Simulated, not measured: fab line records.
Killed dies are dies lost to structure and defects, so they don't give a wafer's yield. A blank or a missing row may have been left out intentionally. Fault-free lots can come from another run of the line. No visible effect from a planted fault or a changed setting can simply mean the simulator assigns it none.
fab line records -- flow sky130
record: lots: 7, wafers: 21, last-day: 50
route steps=708 shown VIA3@589 METAL4@598 PAD_OPEN@708
lots with no fault: from the same line, run without faults
start-h: start of the lot's first displayed wafer, in hours after the record's first day -- wait-h: hours from the lot's prior step to this one -- " the same as in the row above -- L1.1+2: a single row standing in for several wafers -- - no value, or no start was given -- * or withheld: withheld -- < > ~ a bound
route shown NAME@n: names a module that has steps shown in the file, with the first one's number in the route -- usual: mean/standard deviation of fault-free wafers -- same: alike in all rows -- chamber/n: place in a boat -- sites: per-site readings -- _std_site: standard deviation across them -- _edge_site: the outer-site mean with the inner-site mean subtracted -- radius-mm: how far each site lies from the wafer's centre -- mask NAME#n: copy n -- behind: the last tool/chamber to shape the wafer -- hold: cause of the lot's hold/its duration in hours/its outcome -- device: which transistor (n, p or np) failed to switch -- end of line: the tests these same wafers got at the end of their route -- where a step has no rows: the recipe by itself -- killed: count of dies lost to structure and defects at first sort (not the wafer's yield) -- map: a wafer's dies, x killed, . not, _ none there
set.NAME: the setting that was run; set.NAME@STEP: the one run at that earlier step -- model.NAME: the simulator's own value behind a step, which no gauge read
a table for each step, a row for each wafer; lots at some steps of the route
services: when a tool's chamber went out of use (start-h, in hours from the record's first day, below 0 if earlier), for how many hours, and the reason
== steps ==
step: SKY_VIA3_STRIP_16
recipe: chemistry: O2/N2, power-w: 1400, pressure-mtorr: 1500, platen-temp-c: withheld, o2-flow-sccm: 3000, n2-flow-sccm: 300, overash-fraction: 0.5
usual: drypump-motor-current-A: 5.4/0.4, oes-product-au: 0.402/0.005, strip-time-to-endpoint-s: 4.13/0.033
lot.wafer,tool,chamber,start-h,wait-h,drypump-motor-current-A,oes-product-au,rf-hours-counter-h,strip-time-to-endpoint-s
L914.1,plasma-asher-03,1,928.28,0.0,5.8,0.400,104,4.17
L914.5,plasma-asher-03,1,928.28,0.0,5.7,0.402,-,4.13
L914.6,plasma-asher-03,0,928.28,0.0,5.4,0.404,-,4.15
L923.1,plasma-asher-02,1,990.01,0.0,5.4,0.410,89,4.11
L923.2,plasma-asher-02,0,990.01,0.0,5.3,0.398,89,4.11
L923.6,plasma-asher-02,1,990.01,0.0,5.4,0.406,-,4.14
L925.1,plasma-asher-01,0,1017.10,0.0,4.8,0.410,27,4.22
L925.2,plasma-asher-01,1,1017.10,0.0,6.2,0.400,27,4.16
L925.4,plasma-asher-01,1,1017.10,0.0,6.3,0.403,-,4.17
L926.3,plasma-asher-02,1,1021.99,0.1,5.4,0.402,-,4.15
L926.5,plasma-asher-02,1,1021.99,0.1,5.4,0.404,-,4.15
L926.6,plasma-asher-02,0,1021.99,0.1,5.3,0.402,-,4.14
L935.1,plasma-asher-01,0,1069.18,0.0,4.8,0.405,33,4.15
L935.2,plasma-asher-01,1,1069.18,0.0,6.3,0.405,33,4.09
L935.5,plasma-asher-01,1,1069.18,0.0,6.2,0.404,-,4.14
L936.1,plasma-asher-03,1,1074.90,0.0,5.8,0.394,1,4.07
L936.2,plasma-asher-03,0,1074.90,0.0,5.3,0.404,1,4.13
L936.5,plasma-asher-03,0,1074.90,0.0,5.4,0.405,-,4.14
L937.1,plasma-asher-02,1,1084.91,0.0,5.4,0.408,98,4.18
L937.4,plasma-asher-02,1,1084.91,0.0,5.4,0.405,-,4.10
L937.6,plasma-asher-02,0,1084.91,0.0,5.3,0.393,-,4.09
step: SKY_VIA3_STRIP_17
recipe: chemistry: post-etch-residue-remover, time-s: 1200, temp-c: 72.5
step: SKY_VIA3_CLEAN_18
recipe: chemistry: IPA, time-s: 180, temp-c: 25
step: SKY_VIA3_CLEAN_19
recipe: chemistry: O3/DIW, dry: n2-spin
step: SKY_VIA3_SPUTTER_20
recipe: material: TiN, target-thk-nm: 20, chamber-pressure-pa: 5, power-w: 4000, time-s: 80
usual: throttle-valve-pct: 29.8/0.98
lot.wafer,tool,chamber,start-h,wait-h,throttle-valve-pct
L914.1,pvd-sputter-02,-,928.91,0.0,30.3
L914.5,pvd-sputter-02,-,928.91,0.0,31.0
L914.6,pvd-sputter-02,-,928.91,0.0,30.3
L923.1,pvd-sputter-04,-,990.60,0.0,28.8
L923.2,pvd-sputter-04,-,990.60,0.0,29.0
L923.6,pvd-sputter-04,-,990.60,0.0,28.8
L925.1,pvd-sputter-03,-,1017.73,0.0,28.8
L925.2,pvd-sputter-03,-,1017.73,0.0,28.8
L925.4,pvd-sputter-03,-,1017.73,0.0,28.6
L926.3,pvd-sputter-02,-,1022.54,0.0,29.8
L926.5,pvd-sputter-02,-,1022.54,0.0,31.2
L926.6,pvd-sputter-02,-,1022.54,0.0,31.1
L935.1,pvd-sputter-02,-,1069.77,0.0,31.4
L935.2,pvd-sputter-02,-,1069.77,0.0,31.1
L935.5,pvd-sputter-02,-,1069.77,0.0,30.4
L936.1,pvd-sputter-04,-,1075.50,0.0,29.0
L936.2,pvd-sputter-04,-,1075.50,0.0,29.5
L936.5,pvd-sputter-04,-,1075.50,0.0,29.4
L937.1,pvd-sputter-03,-,1085.51,0.0,28.7
L937.4,pvd-sputter-03,-,1085.51,0.0,28.8
L937.6,pvd-sputter-03,-,1085.51,0.0,28.8
step: SKY_VIA3_CVD_21
recipe: material: W, target-thk-nm: 390, time-s: 117.31, temp-c: 400, pressure-torr: 40
usual: heater-power-w: 857/67
lot.wafer,tool,chamber,start-h,wait-h,heater-power-w
L914.1,cvd-w-02,0,929.04,0.1,831
L914.5,cvd-w-02,0,929.04,0.1,857
L914.6,cvd-w-02,1,929.04,0.1,973
L923.1,cvd-w-02,0,990.66,0.0,824
L923.2,cvd-w-02,1,990.66,0.0,961
L923.6,cvd-w-02,1,990.66,0.0,942
L925.1,cvd-w-02,0,1017.79,0.0,849
L925.2,cvd-w-02,1,1017.79,0.0,939
L925.4,cvd-w-02,1,1017.79,0.0,968
L926.3,cvd-w-02,0,1022.65,0.1,850
L926.5,cvd-w-02,1,1022.65,0.1,943
L926.6,cvd-w-02,0,1022.65,0.1,851
L935.1,cvd-w-02,0,1069.83,0.0,841
L935.2,cvd-w-02,1,1069.83,0.0,952
L935.5,cvd-w-02,1,1069.83,0.0,963
L936.1,cvd-w-01,0,1075.56,0.0,788
L936.2,cvd-w-01,1,1075.56,0.0,794
L936.5,cvd-w-01,0,1075.56,0.0,821
L937.1,cvd-w-02,0,1085.57,0.0,811
L937.4,cvd-w-02,1,1085.57,0.0,951
L937.6,cvd-w-02,1,1085.57,0.0,969
step: SKY_VIA3_RS_MEAS_22
recipe: thk-meas-gauge: four-point-probe, reads: W_of_VIA3_CVD_21+TiN_of_VIA3_SPUTTER_20
usual: VIA3_W_RS: 0.297/0.0033
lot.wafer,tool,chamber,start-h,wait-h,VIA3_W_RS[ohm/sq]
L914.1,film-metro-03,-,929.16,0.1,0.291
L914.5,film-metro-03,-,929.16,0.1,0.293
L914.6,film-metro-03,-,929.16,0.1,0.290
L923.1,film-metro-03,-,990.79,0.1,0.300
L923.2,film-metro-03,-,990.79,0.1,0.298
L923.6,film-metro-03,-,990.79,0.1,0.300
L925.1,film-metro-02,-,1017.92,0.1,0.300
L925.2,film-metro-02,-,1017.92,0.1,0.300
L925.4,film-metro-02,-,1017.92,0.1,0.302
L926.3,film-metro-03,-,1022.77,0.1,0.300
L926.5,film-metro-03,-,1022.77,0.1,0.297
L926.6,film-metro-03,-,1022.77,0.1,0.300
L935.1,film-metro-04,-,1069.96,0.1,0.300
L935.2,film-metro-04,-,1069.96,0.1,0.298
L935.5,film-metro-04,-,1069.96,0.1,0.296
L936.1,film-metro-04,-,1075.69,0.1,0.293
L936.2,film-metro-04,-,1075.69,0.1,0.296
L936.5,film-metro-04,-,1075.69,0.1,0.296
L937.1,film-metro-03,-,1085.69,0.1,0.304
L937.4,film-metro-03,-,1085.69,0.1,0.299
L937.6,film-metro-03,-,1085.69,0.1,0.302
step: SKY_VIA3_THK_MEAS_23
recipe: thk-meas-gauge: xrf, reads: W_of_VIA3_CVD_21
usual: VIA3_W_THK: 392/8.5
lot.wafer,tool,chamber,start-h,wait-h,VIA3_W_THK[nm]
L914.1,film-metro-03,-,929.28,0.1,395
L914.5,film-metro-03,-,929.28,0.1,392
L914.6,film-metro-03,-,929.28,0.1,395
L923.1,film-metro-03,-,990.91,0.1,379
L923.2,film-metro-03,-,990.91,0.1,382
L923.6,film-metro-03,-,990.91,0.1,378
L925.1,film-metro-02,-,1018.04,0.1,392
L925.2,film-metro-02,-,1018.04,0.1,391
L925.4,film-metro-02,-,1018.04,0.1,390
L926.3,film-metro-03,-,1022.87,0.1,376
L926.5,film-metro-03,-,1022.87,0.1,382
L926.6,film-metro-03,-,1022.87,0.1,377
L935.1,film-metro-04,-,1070.08,0.1,393
L935.2,film-metro-04,-,1070.08,0.1,394
L935.5,film-metro-04,-,1070.08,0.1,394
L936.1,film-metro-04,-,1075.81,0.1,402
L936.2,film-metro-04,-,1075.81,0.1,397
L936.5,film-metro-04,-,1075.81,0.1,396
L937.1,film-metro-03,-,1085.81,0.1,376
L937.4,film-metro-03,-,1085.81,0.1,378
L937.6,film-metro-03,-,1085.81,0.1,374
step: SKY_VIA3_CMP_24
recipe: stop-on: SiO2, t-overpolish-s: 20, down-force-psi: 3.5, platen-rpm: 60, target-thk-nm: 0, pad-velocity-m-s: 0.94248
step: SKY_METAL4_SPUTTER_00
recipe: material: Ti, target-thk-nm: 15, power-w: 3000, time-s: 10, chamber-pressure-pa: 0.4
usual: throttle-valve-pct: 29.7/0.87
lot.wafer,tool,chamber,start-h,wait-h,throttle-valve-pct
L914.1,pvd-sputter-01,-,929.86,0.1,29.5
L914.5,pvd-sputter-01,-,929.86,0.1,29.3
L914.6,pvd-sputter-01,-,929.86,0.1,29.4
L923.1,pvd-sputter-01,-,991.27,0.1,29.8
L923.2,pvd-sputter-01,-,991.27,0.1,29.6
L923.6,pvd-sputter-01,-,991.27,0.1,29.5
L925.1,pvd-sputter-01,-,1018.40,0.2,29.8
L925.2,pvd-sputter-01,-,1018.40,0.2,29.4
L925.4,pvd-sputter-01,-,1018.40,0.2,29.5
L926.3,pvd-sputter-01,-,1023.21,0.1,30.4
L926.5,pvd-sputter-01,-,1023.21,0.1,29.3
L926.6,pvd-sputter-01,-,1023.21,0.1,29.6
L935.1,pvd-sputter-03,-,1070.47,0.1,28.6
L935.2,pvd-sputter-03,-,1070.47,0.1,29.1
L935.5,pvd-sputter-03,-,1070.47,0.1,28.8
L936.1,pvd-sputter-01,-,1076.17,0.1,29.4
L936.2,pvd-sputter-01,-,1076.17,0.1,29.2
L936.5,pvd-sputter-01,-,1076.17,0.1,29.4
L937.1,pvd-sputter-02,-,1086.17,0.2,31.4
L937.4,pvd-sputter-02,-,1086.17,0.2,31.3
L937.6,pvd-sputter-02,-,1086.17,0.2,29.7
step: SKY_METAL4_SPUTTER_01
recipe: material: TiN, target-thk-nm: 20, power-w: 6500, time-s: 16.7, chamber-pressure-pa: 0.4
usual: throttle-valve-pct: 29.7/0.85
lot.wafer,tool,chamber,start-h,wait-h,throttle-valve-pct
L914.1,pvd-sputter-01,-,929.89,0.0,29.5
L914.5,pvd-sputter-01,-,929.89,0.0,29.4
L914.6,pvd-sputter-01,-,929.89,0.0,29.4
L923.1,pvd-sputter-01,-,991.29,0.0,29.7
L923.2,pvd-sputter-01,-,991.29,0.0,29.5
L923.6,pvd-sputter-01,-,991.29,0.0,29.6
L925.1,pvd-sputter-01,-,1018.42,0.0,29.8
L925.2,pvd-sputter-01,-,1018.42,0.0,29.6
L925.4,pvd-sputter-01,-,1018.42,0.0,29.4
L926.3,pvd-sputter-01,-,1023.23,0.0,30.3
L926.5,pvd-sputter-01,-,1023.23,0.0,29.3
L926.6,pvd-sputter-01,-,1023.23,0.0,29.3
L935.1,pvd-sputter-03,-,1070.49,0.0,28.6
L935.2,pvd-sputter-03,-,1070.49,0.0,28.9
L935.5,pvd-sputter-03,-,1070.49,0.0,29.0
L936.1,pvd-sputter-01,-,1076.19,0.0,29.8
L936.2,pvd-sputter-01,-,1076.19,0.0,29.1
L936.5,pvd-sputter-01,-,1076.19,0.0,29.5
L937.1,pvd-sputter-02,-,1086.19,0.0,31.4
L937.4,pvd-sputter-02,-,1086.19,0.0,31.2
L937.6,pvd-sputter-02,-,1086.19,0.0,29.7
step: SKY_METAL4_SPUTTER_02
recipe: material: AlCu, target-thk-nm: 735, power-w: 10600, time-s: 39.1, chamber-pressure-pa: 0.4
step: SKY_METAL4_SPUTTER_03
recipe: material: Ti, target-thk-nm: 5, power-w: 3000, time-s: 3.3, chamber-pressure-pa: 0.4
usual: throttle-valve-pct: 29.7/0.84
lot.wafer,tool,chamber,start-h,wait-h,throttle-valve-pct,model.Ti_of_METAL4_SPUTTER_03.thk-nm
L914.1,pvd-sputter-01,-,929.95,0.0,29.6,5.088
L914.5,pvd-sputter-01,-,929.95,0.0,29.3,4.779
L914.6,pvd-sputter-01,-,929.95,0.0,29.2,5.137
L923.1,pvd-sputter-01,-,991.35,0.0,29.7,9.727
L923.2,pvd-sputter-01,-,991.35,0.0,29.5,9.593
L923.6,pvd-sputter-01,-,991.35,0.0,29.5,9.577
L925.1,pvd-sputter-01,-,1018.48,0.0,29.8,9.766
L925.2,pvd-sputter-01,-,1018.48,0.0,29.7,9.75
L925.4,pvd-sputter-01,-,1018.48,0.0,29.3,9.531
L926.3,pvd-sputter-01,-,1023.29,0.0,29.7,9.787
L926.5,pvd-sputter-01,-,1023.29,0.0,29.2,9.599
L926.6,pvd-sputter-01,-,1023.29,0.0,29.4,9.829
L935.1,pvd-sputter-03,-,1070.55,0.0,28.8,5.067
L935.2,pvd-sputter-03,-,1070.55,0.0,29.0,5.04
L935.5,pvd-sputter-03,-,1070.55,0.0,28.7,5
L936.1,pvd-sputter-01,-,1076.25,0.0,29.4,5.328
L936.2,pvd-sputter-01,-,1076.25,0.0,29.2,4.843
L936.5,pvd-sputter-01,-,1076.25,0.0,29.3,5.358
L937.1,pvd-sputter-02,-,1086.26,0.0,31.3,5.045
L937.4,pvd-sputter-02,-,1086.26,0.0,31.0,4.859
L937.6,pvd-sputter-02,-,1086.26,0.0,29.8,4.787
step: SKY_METAL4_SPUTTER_04
recipe: material: TiN, target-thk-nm: 70, power-w: 6500, time-s: 58.3, chamber-pressure-pa: 0.4
step: SKY_PAD_OPEN_PROBE_99
usual: defect-limited-yield: 82.3/2, killed_at_M0_to_M3: 43/7, killed_at_M4_up: 3.5/1.9, killed-at-contacts: 24/5.3, killed-at-front-end: 15/4.4, killed-at-other: 0.3/0.69, killed-dies: 87/9.7, killed-open: 48/7, killed-short: 39/6.4, sort_bin_3_pad_short: 0.9/0.46, sort_bin_5_function: 10.5/1.4, sort_bin_6_memory: 6.3/1.2, sort-n-pass: 405/9.7, sort-yield-pct: 82.3/2
same: gross-dies: 492, killed-at-back-side: 0, sort_bin_4_leakage[%]: 0, sort_bin_8_speed[%]: 0
lot.wafer,tool,chamber,start-h,wait-h,defect-limited-yield[%],killed_at_M0_to_M3,killed_at_M4_up,killed-at-contacts,killed-at-front-end,killed-at-other,killed-dies,killed-open,killed-short,sort_bin_3_pad_short[%],sort_bin_5_function[%],sort_bin_6_memory[%],sort-n-pass,sort-yield-pct[%]
L923.1,prober-01,-,1124.37,0.1,81.9,50,2,30,7,0,89,44,44,1.0,11.0,6.1,403,81.9
L923.2,prober-01,-,1124.42,0.1,83.9,42,3,24,9,1,79,37,42,1.0,9.3,5.7,413,83.9
L923.6,prober-01,-,1124.62,0.2,85.4,37,3,20,12,0,72,35,37,0.8,8.1,5.7,420,85.4
L925.1,prober-01,-,1146.38,0.1,80.3,51,8,18,18,2,97,48,47,1.0,12.8,5.9,395,80.3
L925.2,prober-01,-,1146.43,0.1,80.9,46,10,21,16,1,94,49,44,1.0,12.4,5.7,398,80.9
L925.4,prober-01,-,1146.53,0.2,82.3,44,5,17,20,1,87,38,48,1.4,9.6,6.7,405,82.3
killed by level:class
L923.1 CONTACT:geometric-particle:open=9 LI_CONTACT:geometric-particle:open=8 VIA3:geometric-particle:open=8 METAL3:geometric-particle:short=7 METAL1:geometric-particle:short=7 VIA1:geometric-particle:short=7 VIA2:geometric-particle:open=5 VIA1:geometric-particle:open=5
L923.2 VIA1:geometric-particle:open=10 CONTACT:geometric-particle:open=8 METAL1:geometric-particle:short=6 VIA1:geometric-particle:short=6 FIELD_ISO:geometric-particle:short=5 LI_CONTACT:geometric-particle:short=4 LI_CONTACT:geometric-particle:open=4 LOCAL_INTERCONNECT:geometric-particle:short=4
L923.6 CONTACT:geometric-particle:open=9 VIA1:geometric-particle:open=8 METAL1:geometric-particle:short=7 CONTACT:geometric-particle:short=5 POLY_GATE:geometric-particle:open=4 VIA3:geometric-particle:short=4 VIA3:geometric-particle:open=4 FIELD_ISO:geometric-particle:short=3
L925.1 VIA1:geometric-particle:open=12 METAL2:geometric-particle:short=9 VIA3:geometric-particle:open=8 METAL4:geometric-particle:short=6 LI_CONTACT:geometric-particle:open=6 VIA2:geometric-particle:open=6 POLY_GATE:geometric-particle:short=5 CONTACT:geometric-particle:open=5
L925.2 VIA3:geometric-particle:open=13 LI_CONTACT:geometric-particle:open=11 METAL2:geometric-particle:short=8 VIA2:geometric-particle:short=7 METAL4:geometric-particle:short=6 VIA1:geometric-particle:open=5 FIELD_ISO:geometric-particle:short=4 CONTACT:geometric-particle:open=4
L925.4 METAL1:geometric-particle:short=9 FIELD_ISO:geometric-particle:short=8 CONTACT:geometric-particle:open=7 VIA3:geometric-particle:open=7 VIA2:geometric-particle:open=6 SPACER:geometric-particle:short=4 LI_CONTACT:geometric-particle:open=4 CONTACT:geometric-particle:short=4
== services ==
tool,chamber,start-h,hours,kind
pvd-sputter-01,-,916.38,1.0,repair
cvd-w-02,0,918.00,-,clean
cvd-w-02,1,918.00,-,clean
pvd-sputter-03,2,941.52,-,consumable-replace:kit
pvd-sputter-03,2,941.52,18.0,scheduled-down
pvd-sputter-03,2,941.52,18.0,vent-cycle
pvd-sputter-04,0,949.25,-,consumable-replace:kit
plasma-asher-03,-,953.65,2.6,repair
cvd-w-01,1,957.75,6.3,repair
plasma-asher-03,-,965.28,2.8,repair
plasma-asher-01,-,985.30,9.0,repair
pvd-sputter-01,1,1000.21,-,consumable-replace:kit
pvd-sputter-01,1,1000.21,18.0,scheduled-down
pvd-sputter-01,1,1000.21,18.0,vent-cycle
plasma-asher-01,-,1007.67,3.7,repair
pvd-sputter-03,1,1053.74,-,consumable-replace:kit
pvd-sputter-03,1,1053.74,18.0,scheduled-down
pvd-sputter-03,1,1053.74,18.0,vent-cycle
plasma-asher-03,-,1055.25,9.0,pm
pvd-sputter-01,-,1069.15,3.0,repair
pvd-sputter-04,-,1070.49,1.3,repair
pvd-sputter-03,-,1072.75,3.6,repair
pvd-sputter-02,-,1075.46,5.2,repair
plasma-asher-01,-,1083.02,0.8,repair
== key ==
first-sign none at tools or gauges
model-effect: step: SKY_METAL4_SPUTTER_03, value: Ti_of_METAL4_SPUTTER_03.thk-nm, without: 5.019, struck: 9.684
met-at SKY_METAL4_SPUTTER_03
struck-wafers L923.1,L923.2,L923.6,L925.1,L925.2,L925.4,L926.3,L926.5,L926.6
onset-between 929.95 991.35
fault: kind: process-parameter-drift, tool: pvd-sputter-01, chamber: -, onset-h: 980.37, steps: SKY_METAL4_SPUTTER_03, channel: target-thk-nm, offset: 4.6655, shape: step, end-h: 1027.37, acts-in: these-recipes-only, stated: 5
